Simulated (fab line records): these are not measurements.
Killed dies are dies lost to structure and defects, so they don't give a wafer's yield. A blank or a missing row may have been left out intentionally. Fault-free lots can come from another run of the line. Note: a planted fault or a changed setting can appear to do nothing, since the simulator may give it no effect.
Chamber matching + flow gf180mcu + GF_PASSIVATION_ETCH_11 on rieDiel-03 has 4 sister chambers
The step etches the open film in CF4/O2, stops on TiN, target depth 2040 nm, time 453.3 s. 14 wafers are shown with their chamber, then 7 later ones without.

== WAFERS WITH THEIR CHAMBER ==
| wafer  | chamber | drypumpMotorCurrentA (A) | oesProductAu (a.u.) | throttleValvePct (%) |
|--------|---------|--------------------------|---------------------|----------------------|
| L074.1 | 3       | 5.4                      | 0.985               | 5.942                |
| L074.3 | 0       | 5.8                      | 0.989               | 5.966                |
| L074.5 | 1       | 6.3                      | 0.991               | 5.950                |
| L078.1 | 1       | 6.2                      | 0.985               | 5.976                |
| L078.2 | 0       | 5.7                      | 0.988               | 5.972                |
| L078.6 | 1       | 6.2                      | 0.984               | 5.959                |
| L080.4 | 2       | 6.3                      | 0.997               | 5.966                |
| L080.5 | 2       | 6.3                      | 1.002               | 5.955                |
| L080.6 | 1       | 6.2                      | 1.001               | 5.977                |
| L084.1 | 1       | 6.3                      | 0.989               | 5.982                |
| L084.5 | 0       | 5.7                      | 0.993               | 5.958                |
| L084.6 | 3       | 5.4                      | 0.983               | 5.976                |
| L087.2 | 3       | 5.4                      | 0.992               | 5.969                |
| L087.4 | 3       | 5.4                      | 0.985               | 5.977                |

SIGNATURES, as means of the wafers listed above
| reading              | chamber 0 | chamber 1 | chamber 2 | chamber 3 | scatter within a chamber |
|----------------------|-----------|-----------|-----------|-----------|--------------------------|
| drypumpMotorCurrentA | 5.733     | 6.240     | 6.300     | 5.400     | 0.0432                   |
| oesProductAu         | 0.99000   | 0.99000   | 0.99950   | 0.98625   | 0.00507                  |
| throttleValvePct     | 5.96533   | 5.96880   | 5.96050   | 5.96600   | 0.0131                   |
Rule: a wafer lies at a distance from a chamber equal to the root of the sum of squares, over the readings, of (its reading less the chamber's mean, divided by the reading's scatter). If the next closest chamber is less than 2 further off than the closest, the wafer can't be placed; otherwise it belongs to the closest. The scatter is the square root of a quotient: the sum, over the shown wafers, of each reading's squared deviation from its chamber's mean, divided by wafers minus chambers.

== WAFERS MISSING THEIR CHAMBER ==
| wafer  | drypumpMotorCurrentA (A) | oesProductAu (a.u.) | throttleValvePct (%) |
|--------|--------------------------|---------------------|----------------------|
| L087.6 | 5.7                      | 0.988               | 5.954                |
| L093.1 | 6.3                      | 0.981               | 5.976                |
| L093.4 | 6.3                      | 0.984               | 5.964                |
| L093.6 | 5.8                      | 0.988               | 5.984                |
| L096.3 | 5.7                      | 0.993               | 5.951                |
| L096.4 | 6.2                      | 0.991               | 5.955                |
| L096.5 | 6.2                      | 0.992               | 5.975                |

== WHICH CHAMBER EACH ONE RAN IN ==
| wafer  | from the rows above     | in truth |
|--------|-------------------------|----------|
| L087.6 | 0                       | 0        |
| L093.1 | can't be placed: 1 or 2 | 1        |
| L093.4 | can't be placed: 1 or 2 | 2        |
| L093.6 | 0                       | 0        |
| L096.3 | 0                       | 0        |
| L096.4 | can't be placed: 1 or 2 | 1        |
| L096.5 | can't be placed: 1 or 2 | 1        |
3 of 7 placed correctly. Not placeable from these rows: 4 (in 4, the candidates include the true chamber). 0 placed wrongly.
